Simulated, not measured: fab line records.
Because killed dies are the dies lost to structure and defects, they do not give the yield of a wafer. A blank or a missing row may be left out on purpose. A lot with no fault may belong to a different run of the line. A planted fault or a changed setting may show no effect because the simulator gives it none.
fab line records -- flow gf180mcu
[record] lots = 15, wafers = 45, lastDay = 34
route steps=602 shown STI@1 VT_IMPLANT@130 HV_LDD@186
lots that met no fault: taken from a fault-free run of the same line
startH: the number of hours between the record's first day and the start of the first shown wafer of the lot -- waitH: time in hours since the lot's previous step -- " the same as in the row above -- L1.1+2: one row covering several wafers at once -- - no value, or no start was given -- * or withheld: withheld -- < > ~ a bound
route shown NAME@n: a module of which the file shows steps, and the number in the route of the first -- usual: average and standard deviation across the fault-free wafers -- same: alike in all rows -- chamber/n: place in a boat -- sites: the reading at each site -- _std_site: standard deviation of those values -- _edge_site: mean of outer sites minus mean of inner sites -- radiusMm: for every site, how far away it sits from the centre of the wafer -- mask NAME#n: copy n -- behind: the last tool/chamber to shape the wafer -- hold: reason for holding the lot/hours on hold/outcome of the hold -- device: the n, p or np transistor that did not switch -- end of line: the route-end tests of the same wafers -- a step with no rows: only its recipe -- killed: at the first sort, the dies lost to defects and structure; wafer yield is something else -- map: a wafer's dies, x killed, . not, _ none there
set.NAME: the run value of the setting; set.NAME@STEP: its run value at that earlier step -- model.NAME: the simulator's own value behind a step, which no gauge read
the route's steps for a sample of lots (tables are steps, rows are wafers)
services: the hour from which a tool's chamber was out of use, counted from the record's first day as startH (under 0 if before that day), plus the number of hours and why
[[steps]]
[step GF_STI_BOW_MEAS_00]
[recipe] mode = bow
[usual] INCOMING_BOW = -1/5.9
lot.wafer,tool,chamber,startH,waitH,INCOMING_BOW[um]
L995.1,filmMetro-01,-,20.00,-,1
L995.2,filmMetro-01,-,20.00,-,5
L995.6,filmMetro-01,-,20.00,-,-11
L996.2,filmMetro-01,-,25.02,-,5
L996.5,filmMetro-01,-,25.02,-,-11
L996.6,filmMetro-01,-,25.02,-,4
L997.2,filmMetro-01,-,30.02,-,-1
L997.3,filmMetro-01,-,30.02,-,-1
L997.6,filmMetro-01,-,30.02,-,3
L998.1,filmMetro-01,-,35.00,-,-2
L998.3,filmMetro-01,-,35.00,-,0
L998.6,filmMetro-01,-,35.00,-,-4
L999.1,filmMetro-04,-,40.00,-,7
L999.5,filmMetro-04,-,40.00,-,3
L999.6,filmMetro-04,-,40.00,-,6
L100.1,filmMetro-02,-,45.00,-,-1
L100.4,filmMetro-02,-,45.00,-,4
L100.5,filmMetro-02,-,45.00,-,6
L103.2,filmMetro-02,-,60.02,-,-1
L103.3,filmMetro-02,-,60.02,-,2
L103.6,filmMetro-02,-,60.02,-,-15
L109.1,filmMetro-02,-,90.00,-,6
L109.4,filmMetro-02,-,90.00,-,-4
L109.6,filmMetro-02,-,90.00,-,-1
L110.1,filmMetro-04,-,95.00,-,3
L110.4,filmMetro-04,-,95.00,-,-11
L110.6,filmMetro-04,-,95.00,-,0
L111.1,filmMetro-01,-,100.00,-,-6
L111.2,filmMetro-01,-,100.00,-,1
L111.3,filmMetro-01,-,100.00,-,-9
L112.2,filmMetro-04,-,105.02,-,-4
L112.3,filmMetro-04,-,105.02,-,2
L112.6,filmMetro-04,-,105.02,-,10
L113.1,filmMetro-02,-,110.00,-,16
L113.3,filmMetro-02,-,110.00,-,0
L113.4,filmMetro-02,-,110.00,-,-11
L114.2,filmMetro-02,-,115.02,-,-1
L114.5,filmMetro-02,-,115.02,-,-5
L114.6,filmMetro-02,-,115.02,-,-4
L115.1,filmMetro-02,-,120.00,-,-6
L115.4,filmMetro-02,-,120.00,-,1
L115.6,filmMetro-02,-,120.00,-,-3
L116.4,filmMetro-02,-,125.06,-,-4
L116.5,filmMetro-02,-,125.06,-,8
L116.6,filmMetro-02,-,125.06,-,5
[step GF_VT_IMPLANT_OVL_MEAS_40]
[usual] VT_IMPLANT_03_OVL = 0.5/1.3
lot.wafer,tool,chamber,startH,waitH,VT_IMPLANT_03_OVL[nm]
L995.1,overlay-01,-,166.14,0.1,-1.1
L995.2,overlay-01,-,166.14,0.1,-1.4
L995.6,overlay-01,-,166.14,0.1,-1.1
L996.2,overlay-02,-,173.25,0.1,1.2
L996.5,overlay-02,-,173.25,0.1,1.5
L996.6,overlay-02,-,173.25,0.1,3.0
L997.2,overlay-01,-,183.27,0.1,-0.5
L997.3,overlay-01,-,183.27,0.1,0.1
L997.6,overlay-01,-,183.27,0.1,0.2
L998.1,overlay-01,-,188.09,0.1,0.5
L998.3,overlay-01,-,188.09,0.1,-0.9
L998.6,overlay-01,-,188.09,0.1,0.5
L999.1,overlay-01,-,194.89,0.1,-0.5
L999.5,overlay-01,-,194.89,0.1,0.1
L999.6,overlay-01,-,194.89,0.1,0.1
L100.1,overlay-02,-,202.42,0.1,0.7
L100.4,overlay-02,-,202.42,0.1,0.9
L100.5,overlay-02,-,202.42,0.1,1.6
L103.2,overlay-01,-,225.90,0.1,1.1
L103.3,overlay-01,-,225.90,0.1,1.1
L103.6,overlay-01,-,225.90,0.1,0.5
L109.1,overlay-02,-,266.19,0.1,2.1
L109.4,overlay-02,-,266.19,0.1,1.4
L109.6,overlay-02,-,266.19,0.1,1.6
L110.1,overlay-01,-,270.47,0.1,1.2
L110.4,overlay-01,-,270.47,0.1,-1.5
L110.6,overlay-01,-,270.47,0.1,0.5
L111.1,overlay-01,-,277.17,0.1,2.7
L111.2,overlay-01,-,277.17,0.1,2.4
L111.3,overlay-01,-,277.17,0.1,2.3
L112.2,overlay-02,-,284.58,0.1,0.2
L112.3,overlay-02,-,284.58,0.1,0.0
L112.6,overlay-02,-,284.58,0.1,0.2
L113.1,overlay-02,-,292.47,0.1,1.5
L113.3,overlay-02,-,292.47,0.1,2.2
L113.4,overlay-02,-,292.47,0.1,1.9
L114.2,overlay-01,-,297.58,0.1,-2.2
L114.5,overlay-01,-,297.58,0.1,-2.2
L114.6,overlay-01,-,297.58,0.1,-3.0
L115.1,overlay-02,-,303.74,0.1,-0.2
L115.4,overlay-02,-,303.74,0.1,-0.6
L115.6,overlay-02,-,303.74,0.1,-1.0
L116.4,overlay-02,-,312.54,0.1,-1.7
L116.5,overlay-02,-,312.54,0.1,-0.8
L116.6,overlay-02,-,312.54,0.1,1.0
[step GF_HV_LDD_STRIP_10]
[recipe] chemistry = O2/N2, powerW = 1400, pressureMtorr = 1500, platenTempC = 250, o2FlowSccm = 3000, n2FlowSccm = 300, overashFraction = 0.5
[usual] drypumpMotorCurrentA = 5.5/0.32, heaterPowerW = 343/36, o2FlowSccm = 3000/8.4, oesProductAu = 0.716/0.0043, stripTimeToEndpointS = 12.63/0.036
lot.wafer,tool,chamber,startH,waitH,drypumpMotorCurrentA,heaterPowerW,o2FlowSccm,oesProductAu,rfHoursCounterH,stripTimeToEndpointS
L995.1,plasmaAsher-02,1,227.17,0.1,5.6,337,3008,0.719,59,12.67
L995.2,plasmaAsher-02,0,227.17,0.1,5.0,301,3004,0.709,59,12.64
L995.6,plasmaAsher-02,0,227.17,0.1,5.0,312,3003,0.718,-,12.65
L996.2,plasmaAsher-02,1,232.05,0.1,5.6,354,2993,0.719,60,12.64
L996.5,plasmaAsher-02,0,232.05,0.1,5.0,307,2997,0.714,-,12.67
L996.6,plasmaAsher-02,1,232.05,0.1,5.6,346,2991,0.717,-,12.67
L997.2,plasmaAsher-01,0,244.30,0.1,5.8,379,3007,0.724,12,12.58
L997.3,plasmaAsher-01,0,244.30,0.1,5.7,354,3006,0.711,-,12.58
L997.6,plasmaAsher-01,0,244.30,0.1,5.7,370,3004,0.719,-,12.61
L998.1,plasmaAsher-04,0,250.07,0.1,5.2,332,3007,0.718,61,12.64
L998.3,plasmaAsher-04,0,250.07,0.1,5.3,334,2997,0.717,-,12.67
L998.6,plasmaAsher-04,0,250.07,0.1,5.2,326,3013,0.712,-,12.63
L999.1,plasmaAsher-01,0,258.59,0.1,5.7,366,2993,0.714,14,12.58
L999.5,plasmaAsher-01,1,258.59,0.1,5.3,391,3002,0.720,-,12.58
L999.6,plasmaAsher-01,0,258.59,0.1,5.7,374,2992,0.716,-,12.56
L100.1,plasmaAsher-02,1,266.19,0.1,5.6,343,2991,0.721,63,12.61
L100.4,plasmaAsher-02,0,266.19,0.1,5.0,311,2999,0.721,-,12.58
L100.5,plasmaAsher-02,1,266.19,0.1,5.6,344,2988,0.717,-,12.65
L103.2,plasmaAsher-02,1,294.27,0.1,5.6,355,3010,0.716,66,12.64
L103.3,plasmaAsher-02,1,294.27,0.1,5.6,347,3005,0.718,-,12.60
L103.6,plasmaAsher-02,0,294.27,0.1,5.0,304,3008,0.709,-,12.65
L109.1,plasmaAsher-02,0,338.97,0.1,5.0,308,2990,0.714,71,12.60
L109.4,plasmaAsher-02,0,338.97,0.1,5.0,313,3001,0.720,-,12.59
L109.6,plasmaAsher-02,0,338.97,0.1,5.0,305,3016,0.714,-,12.61
L110.1,plasmaAsher-01,0,342.37,0.1,5.7,376,2991,0.717,22,12.58
L110.4,plasmaAsher-01,0,342.37,0.1,5.8,369,2998,0.718,-,12.57
L110.6,plasmaAsher-01,1,342.37,0.1,5.3,388,3000,0.721,-,12.59
L111.1,plasmaAsher-01,1,350.94,0.1,5.3,381,3001,0.713,23,12.61
L111.2,plasmaAsher-01,0,350.94,0.1,5.7,369,3012,0.718,23,12.62
L111.3,plasmaAsher-01,1,350.94,0.1,5.3,378,2996,0.721,-,12.62
L112.2,plasmaAsher-04,1,356.47,0.1,6.1,268,2997,0.720,72,12.62
L112.3,plasmaAsher-04,0,356.47,0.1,5.2,330,3016,0.718,-,12.67
L112.6,plasmaAsher-04,1,356.47,0.1,6.0,277,3003,0.714,-,12.59
L113.1,plasmaAsher-02,1,364.45,0.1,5.6,355,3004,0.708,74,12.65
L113.3,plasmaAsher-02,1,364.45,0.1,5.6,347,2986,0.716,-,12.63
L113.4,plasmaAsher-02,0,364.45,0.1,5.0,308,3001,0.716,-,12.65
L114.2,plasmaAsher-02,0,368.89,0.1,5.0,308,3016,0.713,74,12.63
L114.5,plasmaAsher-02,0,368.89,0.1,5.0,313,3006,0.715,-,12.57
L114.6,plasmaAsher-02,1,368.89,0.1,5.6,350,3010,0.717,-,12.54
L115.1,plasmaAsher-01,0,376.50,0.1,5.8,368,2995,0.715,26,12.64
L115.4,plasmaAsher-01,0,376.50,0.1,5.7,369,3004,0.714,-,12.65
L115.6,plasmaAsher-01,1,376.50,0.1,5.4,384,3004,0.716,-,12.67
L116.4,plasmaAsher-01,0,385.70,0.1,5.8,364,2990,0.715,-,12.64
L116.5,plasmaAsher-01,1,385.70,0.1,5.3,389,3001,0.719,-,12.67
L116.6,plasmaAsher-01,0,385.70,0.1,5.7,374,2992,0.721,-,12.62
[step GF_HV_LDD_EXPOSE_28]
[recipe] maskId = Nplus_HV_AREA, targetCdNm = 400, na = 0.6, sourceShape = conventional, sigmaOuter = 0.6, doseMj = 140
[usual] exposureDoseMJCm2 = 139.99/0.13, focusOffsetNm = 0.1/0.55
lot.wafer,tool,chamber,startH,waitH,mask,exposureDoseMJCm2,focusOffsetNm
L995.1,ilineStepper-01,0,255.29,-,Nplus_HV_AREA#0,139.90,-0.6
L995.2,ilineStepper-01,0,255.29,-,Nplus_HV_AREA#0,139.73,-0.3
L995.6,ilineStepper-01,0,255.29,-,Nplus_HV_AREA#0,139.91,0.3
L996.2,ilineStepper-01,0,259.62,-,Nplus_HV_AREA#0,139.92,0.2
L996.5,ilineStepper-01,0,259.62,-,Nplus_HV_AREA#0,139.90,-0.2
L996.6,ilineStepper-01,0,259.62,-,Nplus_HV_AREA#0,139.98,0.1
L997.2,ilineStepper-01,0,272.82,-,Nplus_HV_AREA#0,140.12,0.0
L997.3,ilineStepper-01,0,272.82,-,Nplus_HV_AREA#0,139.96,0.4
L997.6,ilineStepper-01,0,272.82,-,Nplus_HV_AREA#0,140.16,-0.4
L998.1,ilineStepper-02,0,278.47,-,Nplus_HV_AREA#0,139.84,-0.2
L998.3,ilineStepper-02,0,278.47,-,Nplus_HV_AREA#0,139.87,-0.7
L998.6,ilineStepper-02,0,278.47,-,Nplus_HV_AREA#0,139.87,-1.0
L999.1,ilineStepper-01,0,287.52,-,Nplus_HV_AREA#0,140.07,0.0
L999.5,ilineStepper-01,0,287.52,-,Nplus_HV_AREA#0,139.93,-0.7
L999.6,ilineStepper-01,0,287.52,-,Nplus_HV_AREA#0,139.83,0.0
L100.1,ilineStepper-01,0,295.60,-,Nplus_HV_AREA#0,140.09,-0.5
L100.4,ilineStepper-01,0,295.60,-,Nplus_HV_AREA#0,139.98,0.1
L100.5,ilineStepper-01,0,295.60,-,Nplus_HV_AREA#0,140.08,0.3
L103.2,ilineStepper-01,0,325.59,-,Nplus_HV_AREA#0,140.18,-0.8
L103.3,ilineStepper-01,0,325.59,-,Nplus_HV_AREA#0,140.06,0.3
L103.6,ilineStepper-01,0,325.59,-,Nplus_HV_AREA#0,139.97,-0.2
L109.1,ilineStepper-01,-,372.30,-,Nplus_HV_AREA#0,-,-
L109.4,ilineStepper-01,-,372.30,-,Nplus_HV_AREA#0,-,-
L109.6,ilineStepper-01,-,372.30,-,Nplus_HV_AREA#0,-,-
L110.1,ilineStepper-02,-,375.19,-,Nplus_HV_AREA#0,-,-
L110.4,ilineStepper-02,-,375.19,-,Nplus_HV_AREA#0,-,-
L110.6,ilineStepper-02,-,375.19,-,Nplus_HV_AREA#0,-,-
L111.1,ilineStepper-01,-,384.02,-,Nplus_HV_AREA#0,-,-
L111.2,ilineStepper-01,-,384.02,-,Nplus_HV_AREA#0,-,-
L111.3,ilineStepper-01,-,384.02,-,Nplus_HV_AREA#0,-,-
L112.2,ilineStepper-01,0,389.71,-,Nplus_HV_AREA#0,140.15,0.0
L112.3,ilineStepper-01,0,389.71,-,Nplus_HV_AREA#0,139.95,0.8
L112.6,ilineStepper-01,0,389.71,-,Nplus_HV_AREA#0,139.90,0.6
L113.1,ilineStepper-01,0,398.85,-,Nplus_HV_AREA#0,139.89,0.1
L113.3,ilineStepper-01,0,398.85,-,Nplus_HV_AREA#0,139.95,-0.4
L113.4,ilineStepper-01,0,398.85,-,Nplus_HV_AREA#0,139.96,-0.7
L114.2,ilineStepper-01,0,402.26,-,Nplus_HV_AREA#0,139.84,0.8
L114.5,ilineStepper-01,0,402.26,-,Nplus_HV_AREA#0,140.03,-0.8
L114.6,ilineStepper-01,0,402.26,-,Nplus_HV_AREA#0,140.01,-0.4
L115.1,ilineStepper-02,0,410.66,-,Nplus_HV_AREA#0,139.81,0.9
L115.4,ilineStepper-02,0,410.66,-,Nplus_HV_AREA#0,139.93,0.3
L115.6,ilineStepper-02,0,410.66,-,Nplus_HV_AREA#0,139.94,0.4
L116.4,ilineStepper-02,0,420.35,-,Nplus_HV_AREA#0,140.16,-0.3
L116.5,ilineStepper-02,0,420.35,-,Nplus_HV_AREA#0,139.92,-0.3
L116.6,ilineStepper-02,0,420.35,-,Nplus_HV_AREA#0,140.08,-0.1
[[services]]
tool,chamber,startH,hours,kind
ilineStepper-01,-,207.90,2.1,pm
ilineStepper-01,-,209.98,-,consumableReplace:lamp
ilineStepper-02,-,218.04,5.0,repair
plasmaAsher-04,-,231.25,2.7,repair
ilineStepper-02,-,261.07,1.7,pm
ilineStepper-02,-,341.67,2.1,repair
ilineStepper-01,-,393.16,1.7,pm
ilineStepper-01,-,413.31,4.4,pm
[[key]]
[firstSign] step = GF_HV_LDD_EXPOSE_28, reading = toolRecord, direction = missing
effect none on later readings
metAt GF_HV_LDD_EXPOSE_28
struckLots L109,L110,L111
laterRowsLeftOut L109.1,L109.4,L109.6,L110.1,L110.4,L110.6,L111.1,L111.2,L111.3
sortLeftOut L109.1,L109.4,L109.6,L110.1,L110.4,L110.6,L111.1,L111.2,L111.3
testerLeftOut L109,L110,L111
notActingAt GF_STI_BOW_MEAS_00,GF_VT_IMPLANT_OVL_MEAS_40,GF_HV_LDD_STRIP_10
onsetBetween 325.59 372.30
[fault] kind = skippedStepWhole, tool = ilineStepper-01,ilineStepper-02, chamber = -, onsetH = 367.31, steps = GF_HV_LDD_EXPOSE_28, scope = struckLotsOnly
// testerLeftOut: of these lots the tester's yield and bins aren't shown, on N5 and GAA mostly nor the transistor test; their killed dies are dies lost to structure and defects alone, not to doping, threshold or leakage, so they don't give the yield
// sortLeftOut: the simulated sort isn't trusted on such a fault, so these wafers' sort isn't shown, and their yield isn't known
// laterRowsLeftOut: the simulator's readings of these wafers behind a module that went badly wrong aren't trusted and aren't shown, but for the sort
